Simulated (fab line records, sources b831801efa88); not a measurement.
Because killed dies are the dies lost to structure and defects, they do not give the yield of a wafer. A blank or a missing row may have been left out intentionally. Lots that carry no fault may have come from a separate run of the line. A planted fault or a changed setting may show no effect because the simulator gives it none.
A single fault, viewed from 2 desks    flow sfq_line    every desk sees just its own numbers, and what lay behind them comes last

## FOR THE TOOL OWNER'S DESK: pvd_sputter-03
The tool's own readings at SFQ_TRILAYER_L0_DEP_SPUTTER_003 (material MoNx KI, target thk 40 nm, time 100 s): means of the sampled wafers that have a number, for each lot that ran on this tool. If a lot's mean is further than 4 standard deviations from the usual mean, the lot is out of limits and carries the mark OUT (the distance appears in the brackets).
Columns: A = base_pressure_pa at SFQ_TRILAYER_L0_DEP_SPUTTER_003, usual 1.33e-06 Pa; B = cathode_dc_power_W at SFQ_TRILAYER_L0_DEP_SPUTTER_003, usual 800.01 W; C = throttle_valve_pct at SFQ_TRILAYER_L0_DEP_SPUTTER_003, usual 30.0 %
lot   first seen here  A         B                         C
L376  day 1 22:29      1.29e-06  800.17                    28.1
L380  day 2 18:29      1.31e-06  800.07                    30.2
L381  day 2 23:29      1.33e-06  799.97                    30.9
L383  day 3 09:29      1.32e-06  800.06                    30.3
L389  day 4 15:29      1.26e-06  870.89 (+99 or more) OUT  31.8
L392  day 5 06:29      1.35e-06  870.99 (+99 or more) OUT  29.0
Finding of this desk: L389, L392 out of limits; the first was L389 at day 4 15:29, on cathode_dc_power_W at SFQ_TRILAYER_L0_DEP_SPUTTER_003. Within limits: L376, L380, L381, L383.

## AT THE METROLOGY DESK
Lot by lot, what the gauges showed, no matter which tool ran the lot: averages of those sampled wafers that carry a number. If a lot's mean is further than 4 standard deviations from the usual mean, the lot is out of limits and carries the mark OUT (the distance appears in the brackets).
Columns: A = L0_MONX_KI_RS at SFQ_L0_RS_MEAS_901, usual 43.4 ohm/sq; B = L0_MONX_KI_THK at SFQ_L0_THK_MEAS_902, usual 40.8 nm; C = I0_BOW at SFQ_I0_BOW_MEAS_907, usual 1 um
lot   first seen here  A                B                C
L374  day 1 12:35      43.6             40.5             -9
L375  day 1 17:36      43.3             40.7             -5
L376  day 1 22:36      43.1             40.9             -2
L377  day 2 03:34      43.0             41.2             1
L378  day 2 08:35      43.8             40.5             -1
L380  day 2 18:36      43.5             40.8             1
L381  day 2 23:34      43.4             40.6             5
L383  day 3 09:34      43.3             40.8             -1
L386  day 4 00:35      43.5             40.6             -2
L389  day 4 15:36      39.8 (-9.7) OUT  44.4 (+9.1) OUT  -9
L392  day 5 06:34      40.0 (-9.3) OUT  44.1 (+8.5) OUT  5
L393  day 5 11:35      43.2             41.0             10
L394  day 5 16:35      44.0             40.1             3
L397  day 6 07:35      42.7             41.6             -8
This desk's result: L389, L392 out of limits, first on L389 (L0_MONX_KI_RS at SFQ_L0_RS_MEAS_901), day 4 15:36. Within limits: L374, L375, L376, L377, L378, L380, L381, L383, L386, L393, L394, L397.

## ALL TOGETHER
At day 4 15:29, on L389, L392, the tool owner's desk was in a position to raise an alarm.
On L389, L392, the metrology desk was in a position to raise an alarm at day 4 15:36.
On pvd_sputter-03, each named lot ran SFQ_TRILAYER_L0_DEP_SPUTTER_003.

## WHAT THE SIMULATOR PUT IN
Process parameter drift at SFQ_TRILAYER_L0_DEP_SPUTTER_003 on pvd_sputter-03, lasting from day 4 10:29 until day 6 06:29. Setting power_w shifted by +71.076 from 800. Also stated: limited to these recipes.
Lots struck among those shown: L389, L392.
Time in hours from fault onset to the first out-of-limits reading at each desk: tool owner's desk 5, metrology desk 5.
